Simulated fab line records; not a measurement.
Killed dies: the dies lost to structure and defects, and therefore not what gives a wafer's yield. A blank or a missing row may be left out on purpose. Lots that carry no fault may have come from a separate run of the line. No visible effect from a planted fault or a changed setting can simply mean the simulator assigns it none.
Matching of chambers / flow gf180mcu / GF_CONTACT_CMP_27 on cmp-02: 4 sister chambers
The step polishes, stops on SiO2, t overpolish 15 s, target thk 0 nm. 4 wafers are shown with their chamber, then 7 later ones without.

EACH WAFER AND ITS CHAMBER
wafer=L255.4; chamber=0; motor-current-A (A)=10.3
wafer=L262.4; chamber=3; motor-current-A (A)=10.0
wafer=L266.3; chamber=1; motor-current-A (A)=12.0
wafer=L266.4; chamber=2; motor-current-A (A)=10.4

WAFERS WITHOUT THEIR CHAMBER
wafer=L266.6; motor-current-A (A)=9.4
wafer=L268.2; motor-current-A (A)=10.7
wafer=L268.3; motor-current-A (A)=12.7
wafer=L268.5; motor-current-A (A)=10.1
wafer=L269.1; motor-current-A (A)=10.3
wafer=L269.3; motor-current-A (A)=11.4
wafer=L269.5; motor-current-A (A)=12.6

WHICH CHAMBER EACH WENT THROUGH
wafer=L266.6; from the rows above=can't be placed: 3 or 0 or 2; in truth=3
wafer=L268.2; from the rows above=can't be placed: 2 or 0 or 3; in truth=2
wafer=L268.3; from the rows above=1; in truth=1
wafer=L268.5; from the rows above=can't be placed: 3 or 0 or 2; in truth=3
wafer=L269.1; from the rows above=can't be placed: 0 or 2 or 3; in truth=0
wafer=L269.3; from the rows above=can't be placed: 1 or 2 or 0 or 3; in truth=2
wafer=L269.5; from the rows above=1; in truth=1
Placed correctly: 2 of 7. Unplaceable from these rows: 5, with the true chamber sitting among the candidates in 5. Wrongly placed: 0.
How it was worked out, from the rows above alone: a wafer's distance from a chamber is the root of the sum, over the readings, of the square of ((its reading less the chamber's mean) divided by the reading's scatter). The wafer belongs to the nearest chamber; if the next one is less than 2 further off, it can't be placed. Each chamber's mean is taken over the wafers shown for it. The scatter (one wafer shown for each chamber): square how far every hidden wafer sits from the nearest shown wafer, average those squares and take the square root.
